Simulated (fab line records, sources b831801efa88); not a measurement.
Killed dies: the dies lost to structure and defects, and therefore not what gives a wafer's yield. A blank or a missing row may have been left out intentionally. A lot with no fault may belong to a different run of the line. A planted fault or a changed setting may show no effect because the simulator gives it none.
A struck lot beside a sound one    flow sky130    15 steps out of a route of 708
Sound: the wafers L657.4, L657.5, L657.6. Struck: wafer L670.6 (L670.1, L670.5, from the same lot, were not struck and are left out); the cause is given at the end.
At each step with rows: each side's tool, then ch and its chambers, then its first start. Under that, the readings that differ: sound wafers    struck wafers    difference of the means    sigmas: that difference in standard deviations of wafers without a fault.
alike: words and numbers the same on both sides, and readings whose means are apart by under 2 such deviations; not compared: readings that were withheld, readings missing a value for some wafer, numbers with overlapping values and no deviation given by the record, and bounds like >300 which may hide the same value.
A row with sigmas, a row that says differs or no value, or rows on one side alone: a step with any of these is where the two part. Numbers that have no deviation but don't overlap get no sigmas and don't part them. A reading missing from all wafers of one side parts the sides only when that side holds two or more wafers.

first, 3 steps without rows for these wafers: SKY_METAL2_EXPOSE_12 (exposes mask MM2, target cd 140 nm); SKY_METAL2_PEB_13; SKY_METAL2_DEVELOP_14 (develop time 60 s).
SKY_METAL2_CD_MEAS_15: the cd target is 140 nm.
  sound on cd-sem-02, day 38 02:59; struck on cd-sem-01, day 41 15:25
reading     sound              struck  difference  sigmas
cd-nm (nm)  141.4 141.9 140.6  137.5   -3.8        -2
SKY_METAL2_OVL_MEAS_16:
  sound on overlay-02, day 38 03:04; struck on overlay-02, day 41 15:32
reading          sound   struck  difference  sigmas
METAL2_OVL (nm)  9 13 7  -6      -16         -3
SKY_METAL2_DESCUM_17: chemistry O2, time 8 s.
  sound on rie-metal-02 ch 0,1, day 38 03:05; struck on rie-metal-03 ch 1, day 41 15:35
  alike: drypump-motor-current-A, oes-product-au
  not compared: rf-hours-counter-h
SKY_METAL2_ETCH_18: etches BARC in N2/H2, stops on SiO2, time 45.9 s, target depth 60 nm.
  sound on rie-metal-02 ch 0,1, day 38 03:08; struck on rie-metal-03 ch 1, day 41 15:37
  alike: drypump-motor-current-A, oes-product-au, throttle-valve-pct
  not compared: rf-hours-counter-h
SKY_METAL2_METAL_ETCH_19: etches the open film in Cl2/BCl3, stops on SiO2, target depth 360 nm, time 78 s.
  sound on rie-metal-02 ch 0,1, day 38 03:12; struck on rie-metal-03 ch 1, day 41 15:40
  alike: drypump-motor-current-A, oes-product-au, throttle-valve-pct
  not compared: rf-hours-counter-h
SKY_METAL2_STRIP_20: strips in O2/N2.
  sound on plasma-asher-01 ch 0,1, day 38 03:17; struck on plasma-asher-03 ch 0, day 41 15:46
  alike: drypump-motor-current-A, oes-product-au, strip-time-to-endpoint-s
  not compared: rf-hours-counter-h
then, 3 steps without rows for these wafers: SKY_METAL2_STRIP_21 (strips in post etch residue remover, time 1200 s); SKY_METAL2_CLEAN_22 (cleans in IPA, time 180 s); SKY_METAL2_CLEAN_23 (cleans in O3/DIW).
SKY_VIA2_HDPCVD_00: deposits SiO2, target thk 1180 nm, time 196.7 s.
  sound on hdpcvd-02 ch 0,1,2, day 38 03:55; struck on hdpcvd-02 ch 1, day 41 16:21
reading                                   sound           struck  difference  sigmas
model.SiO2_of_VIA2_HDPCVD_00.thk-nm (nm)  1176 1175 1175  2176    +1001       
  alike: sih4-flow-sccm
SKY_VIA2_THK_MEAS_01:
  sound on film-metro-02, day 38 04:01; struck on film-metro-03, day 41 16:29
reading               sound           struck  difference  sigmas
VIA2_HDPCVD_THK (nm)  1175 1174 1174  2177    +1003       +84
SKY_VIA2_CMP_02: polishes SiO2.
  sound on cmp-01 ch 1,2, day 38 04:23; struck on cmp-02 ch 3, day 41 16:35
  alike: motor-current-A

== WHERE THEY PART ==
At SKY_METAL2_CD_MEAS_15 first; at SKY_VIA2_THK_MEAS_01 last (within this record only). Later steps at which nothing parts them and some readings are alike: SKY_VIA2_CMP_02.

WHY: whatever the simulator had introduced
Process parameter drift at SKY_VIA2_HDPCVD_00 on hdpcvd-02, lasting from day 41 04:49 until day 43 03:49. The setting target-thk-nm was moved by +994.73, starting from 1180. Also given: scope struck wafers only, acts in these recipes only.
